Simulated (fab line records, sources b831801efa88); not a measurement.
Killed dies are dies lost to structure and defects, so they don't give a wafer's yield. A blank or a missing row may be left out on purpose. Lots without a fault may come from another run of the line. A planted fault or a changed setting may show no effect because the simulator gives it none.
fab line records | flow sfq_line
record lots=6 wafers=18 last_day=90
route steps=325 shown M1@69 I1@73
lots that met no fault: from a run of the same line without faults
start_h: hours from the record's first day to the start of the lot's first wafer shown | wait_h: hours since the lot's step before | " the same as in the row above | L1.1+2: a row that stands for several wafers | - no value, or no start given | * or withheld: withheld | < > ~ a bound
route shown NAME@n: a module of which the file shows steps, and the number in the route of the first | usual: mean/standard deviation of fault-free wafers | same: alike in all rows | chamber/n: place in a boat | sites: the reading at each site | _std_site: their standard deviation | _edge_site: outer sites' mean less inner sites' | radius_mm: how far each site lies from the wafer's centre | mask NAME#n: copy n | behind: the tool/chamber that last shaped the wafer | hold: why the lot was held/for how many hours/how that ended | device: the transistor (n, p or np) that didn't switch | end of line: the same wafers' tests at the end of the route | a step without rows: its recipe alone | killed: dies lost to structure and defects at the first sort, not the wafer's yield | map: a wafer's dies, x killed, . not, _ none there
set.NAME: the setting as run; set.NAME@STEP: as run at that earlier step | model.NAME: the simulator's own value behind a step, which no gauge read
lots at some steps of the route; a table a step, a row a wafer
services: from which hour (start_h, from the record's first day; less than 0 if before it) a tool's chamber was out of use, for how many hours, and why
## steps
# step SFQ_TRILAYER_M1_BARC_OPEN_METAL_ETCH_054
# recipe mask_material=PR chemistry=O2 target_depth_nm=125 target=BARC icp_w=600 bias_w=83.06 pressure_mtorr=10 time_s=41.7
# step SFQ_TRILAYER_M1_ETCH_METAL_ETCH_042
# recipe target=Nb stop_on=SiO2 mask_material=PR chemistry=Cl2/Ar target_depth_nm=240 icp_w=600 bias_w=80 pressure_mtorr=10 time_s=120
# usual bias_w=80.00/0.25 drypump_motor_current_A=5.8/0.4 oes_product_au=0.895/0.006
# columns lot.wafer tool chamber start_h wait_h bias_w drypump_motor_current_A oes_product_au rf_hours_counter_h
L196.3 rie_metal-04 0 563.65 0.1 80.22 5.1 0.891 -
L196.5 " 0 " " 80.16 5.1 0.905 -
L196.6 " 1 " " 80.06 5.9 0.898 -
L197.2 rie_metal-03 1 566.00 0.0 80.28 6.0 0.902 38
L197.5 " 1 " " 80.14 6.0 0.902 -
L197.6 " 0 " " 79.95 6.1 0.897 -
L198.1 rie_metal-04 1 568.40 0.0 80.21 5.8 0.903 35
L198.3 " 1 " " 80.60 5.8 0.896 -
L198.6 " 0 " " 80.05 5.1 0.895 -
L210.1 rie_metal-02 0 768.25 0.0 80.11 6.3 0.898 41
L210.3 " 0 " " 79.71 6.3 0.890 -
L210.6 " 1 " " 80.02 5.4 0.889 -
L212.2 rie_metal-04 0 775.45 0.0 79.95 5.1 0.895 10
L212.3 " 1 " " 79.82 5.8 0.903 -
L212.4 " 0 " " 80.02 5.1 0.902 -
L213.3 rie_metal-04 1 779.09 0.1 79.91 5.9 0.898 -
L213.4 " 0 " " 79.81 5.1 0.893 -
L213.5 " 0 " " 80.36 5.1 0.893 -
# step SFQ_TRILAYER_M1_STRIP_STRIP_043
# recipe gas=O2 power_w=200 platen_temp_c=40 overash_fraction=0.65 chemistry=O2 pressure_mtorr=50
# usual drypump_motor_current_A=5.8/0.4 oes_product_au=1.000/0.0071
# columns lot.wafer tool chamber start_h wait_h drypump_motor_current_A oes_product_au rf_hours_counter_h
L196.3 rie_metal-04 0 563.93 0.2 5.1 1.012 -
L196.5 " 0 " " 5.1 1.004 -
L196.6 " 1 " " 5.9 1.003 -
L197.2 rie_metal-03 1 566.13 0.1 6.0 0.996 38
L197.5 " 1 " " 6.0 1.007 -
L197.6 " 0 " " 6.1 1.013 -
L198.1 rie_metal-04 1 568.53 0.1 5.8 1.000 36
L198.3 " 1 " " 5.8 0.991 -
L198.6 " 0 " " 5.1 0.999 -
L210.1 rie_metal-02 0 768.37 0.1 6.3 0.997 42
L210.3 " 0 " " 6.2 0.991 -
L210.6 " 1 " " 5.4 0.990 -
L212.2 rie_metal-04 0 775.57 0.1 5.1 1.003 10
L212.3 " 1 " " 5.9 1.006 -
L212.4 " 0 " " 5.0 0.999 -
L213.3 rie_metal-04 1 779.37 0.2 5.8 1.000 -
L213.4 " 0 " " 5.1 0.988 -
L213.5 " 0 " " 5.1 0.994 -
# step SFQ_TRILAYER_M1_STRIP_SOLV_CLEAN_044
# recipe chemistry=NMP temp_c=70 time_s=600
# step SFQ_TRILAYER_I1_DEP_PECVD_045
# recipe material=SiO2 temp_c=150 time_s=111.11 pressure_torr=2.4 rf_w=183.3 precursor=SiH4/N2O target_thk_nm=500
# usual heater_power_w=78/13 susceptor_temp_C=150.00/0.14 throttle_valve_pct=24.9/1.6
# columns lot.wafer tool chamber start_h wait_h heater_power_w susceptor_temp_C throttle_valve_pct
L196.3 pecvd-03 2 564.52 0.0 79 149.92 25.3
L196.5 " 1 " " 79 150.21 27.3
L196.6 " 2 " " 80 149.95 25.3
L197.2 pecvd-03 1 566.91 0.0 79 150.05 27.1
L197.5 " 2 " " 82 149.97 25.3
L197.6 " 0 " " 73 150.23 28.0
L198.1 pecvd-01 2 569.31 0.0 80 150.08 24.3
L198.3 " 1 " " 85 150.15 25.2
L198.6 " 1 " " 67 150.08 25.3
L210.1 pecvd-02 2 769.15 0.0 76 149.94 24.1
L210.3 " 1 " " 59 150.06 23.4
L210.6 " 0 " " 76 149.87 23.9
L212.2 pecvd-03 2 776.36 0.0 74 150.08 25.0
L212.3 " 0 " " 72 149.88 27.8
L212.4 " 2 " " 76 150.41 24.8
L213.3 pecvd-01 0 779.96 0.0 111 149.97 23.7
L213.4 " 1 " " 68 149.92 25.8
L213.5 " 2 " " 74 149.87 24.8
# step SFQ_TRILAYER_I1_CMP_CMP_046
# recipe material=SiO2 down_force_psi=3 platen_rpm=60 pad_velocity_m_s=0.94248
# usual motor_current_A=10.0/1.4 slurry_flow_ml_min=149.9/0.45 time_to_endpoint_s=215/6.8
# columns lot.wafer tool chamber start_h wait_h motor_current_A slurry_flow_ml_min time_to_endpoint_s
L196.3 cmp-02 0 566.78 2.2 10.7 149.7 227
L196.5 " 2 567.78 3.2 12.1 149.0 226
L196.6 " 3 " " 8.8 149.8 220
L197.2 cmp-02 0 569.28 2.3 10.4 150.3 218
L197.5 " 3 570.78 3.8 8.2 149.4 225
L197.6 " 0 " " 10.4 149.6 234
L198.1 cmp-01 0 569.88 0.5 8.0 150.1 211
L198.3 " 2 570.88 1.5 12.1 149.7 213
L198.6 " 0 571.88 2.5 8.5 149.6 223
L210.1 cmp-01 3 769.22 0.0 8.5 150.0 208
L210.3 " 0 " " 8.5 149.7 209
L210.6 " 3 771.22 2.0 8.3 149.9 216
L212.3 cmp-02 0 777.02 0.6 10.9 149.6 209
L212.4 " 1 " " 10.5 149.1 217
L212.2 " 2 " " 11.6 149.9 214
L213.3 cmp-02 0 780.54 0.5 10.5 149.7 205
L213.4 " 2 781.54 1.5 11.9 150.4 215
L213.5 " 0 782.54 2.5 10.5 150.0 214
# step SFQ_I1_BOW_MEAS_912
# recipe mode=bow
# usual I1_BOW=1/7.7
# columns lot.wafer tool chamber start_h wait_h I1_BOW[um]
L196.3 film_metro-01 - 568.82 1.5 9
L196.5 " - " " 4
L196.6 " - " " -3
L197.2 film_metro-01 - 571.80 2.0 -8
L197.5 " - " " -8
L197.6 " - " " -1
L198.1 film_metro-02 - 572.38 2.0 18
L198.3 " - " " 11
L198.6 " - " " 0
L210.1 film_metro-02 - 772.22 2.5 8
L210.3 " - " " 1
L210.6 " - " " -11
L212.2 film_metro-01 - 780.04 1.5 11
L212.3 " - " " -3
L212.4 " - " " 5
L213.3 film_metro-02 - 783.08 2.0 -1
L213.4 " - " " 2
L213.5 " - " " 3
# step SFQ_TRILAYER_I1_METRO_MEASURE_047
# usual thk_nm=200.3/1
# columns lot.wafer tool chamber start_h wait_h thk_nm
L196.3 film_metro-01 - 569.30 0.5 201.8
L196.5 " - " " 201.0
L196.6 " - " " 200.6
L197.2 film_metro-01 - 572.10 0.3 200.5
L197.5 " - " " 200.4
L197.6 " - " " 201.1
L198.1 film_metro-02 - 572.50 0.1 201.0
L198.3 " - " " 199.9
L198.6 " - " " 200.3
L210.1 film_metro-02 - 772.34 0.1 200.1
L210.3 " - " " 200.3
L210.6 " - " " 201.2
L212.2 film_metro-01 - 780.34 0.3 201.0
L212.3 " - " " 200.0
L212.4 " - " " 199.4
L213.3 film_metro-02 - 783.56 0.5 199.3
L213.4 " - " " 200.5
L213.5 " - " " 199.4
# step SFQ_TRILAYER_I1_VIA_LITHO_COAT_054
# recipe resist=BARC spin_rpm=3000 resist_thk_nm=62
# step SFQ_TRILAYER_I1_VIA_LITHO_COAT_049
# recipe resist=KrF spin_rpm=3000 resist_thk_nm=650
# step SFQ_TRILAYER_I1_VIA_LITHO_SOFTBAKE_053
# recipe temp_c=withheld time_s=withheld resist=KrF
# step SFQ_TRILAYER_I1_VIA_LITHO_EXPOSE_050
# recipe mask_id=I1 na=0.6 source_shape=conventional sigma_outer=0.65 target_cd_nm=500 dose_mj=21.3
# step SFQ_TRILAYER_I1_VIA_LITHO_PEB_052
# recipe peb_temp_c=115 peb_time_s=60 resist=KrF
# usual chill_plate_temp_C=22.97/0.11 exhaust_pa=44.9/0.87
# columns lot.wafer tool chamber start_h wait_h chill_plate_temp_C exhaust_pa
L196.3 litho_track-01 0 572.10 0.7 22.78 47.5
L196.5 " 0 " " 22.93 44.9
L196.6 " 0 " " 22.79 45.5
L197.2 litho_track-03 - 575.08 0.8 - -
L197.5 " - " " - -
L197.6 " - " " - -
L198.1 litho_track-04 - 577.45 1.0 - -
L198.3 " - " " - -
L198.6 " - " " - -
L210.1 litho_track-03 0 927.26 1.0 22.87 43.0
L210.3 " 0 " " 23.01 44.3
L210.6 " 0 " " 22.96 45.7
L212.2 litho_track-04 0 936.94 0.8 23.04 45.8
L212.3 " 0 " " 23.02 46.3
L212.4 " 0 " " 23.06 45.2
L213.3 litho_track-01 0 940.57 0.7 23.22 44.7
L213.4 " 0 " " 23.01 44.4
L213.5 " 0 " " 23.00 45.1
# step SFQ_TRILAYER_I1_VIA_LITHO_DEVELOP_051
# recipe time_s=60 resist=KrF
## services
# columns tool chamber start_h hours kind
film_metro-02 - 588.29 1.5 repair
cmp-02 - 589.13 4.9 pm
cmp-02 - 609.05 0.2 repair
cmp-02 - 668.34 0.3 repair
cmp-02 - 676.55 4.1 repair
rie_metal-04 0 679.11 6.2 repair
film_metro-01 - 699.13 0.8 pm
rie_metal-04 1 703.01 1.0 repair
film_metro-02 - 707.35 2.3 pm
cmp-02 - 711.47 1.2 repair
film_metro-01 - 720.03 0.3 pm
cmp-02 - 737.28 8.8 pm
film_metro-01 - 744.24 1.4 pm
cmp-02 - 749.75 4.0 pm
film_metro-02 - 784.36 0.5 pm
cmp-02 - 791.41 0.8 repair
film_metro-02 - 791.57 3.3 repair
cmp-02 - 825.83 0.5 repair
cmp-02 - 852.07 1.0 repair
film_metro-02 - 871.38 0.5 pm
pecvd-03 2 885.49 39.9 repair
film_metro-02 - 897.93 3.2 pm
film_metro-02 - 925.74 0.7 pm
pecvd-03 - 930.22 2.8 pm
## key
first_sign step=SFQ_TRILAYER_I1_VIA_LITHO_PEB_052 reading=tool_record direction=missing
effect none on later readings
met_at SFQ_TRILAYER_I1_VIA_LITHO_PEB_052
struck_wafers L197.2,L197.5,L197.6,L198.1,L198.3,L198.6
fault kind=skipped_step_whole tool=litho_track-03,litho_track-04 chamber=- onset_h=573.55 steps=SFQ_TRILAYER_I1_VIA_LITHO_PEB_052 scope=struck_lots_only
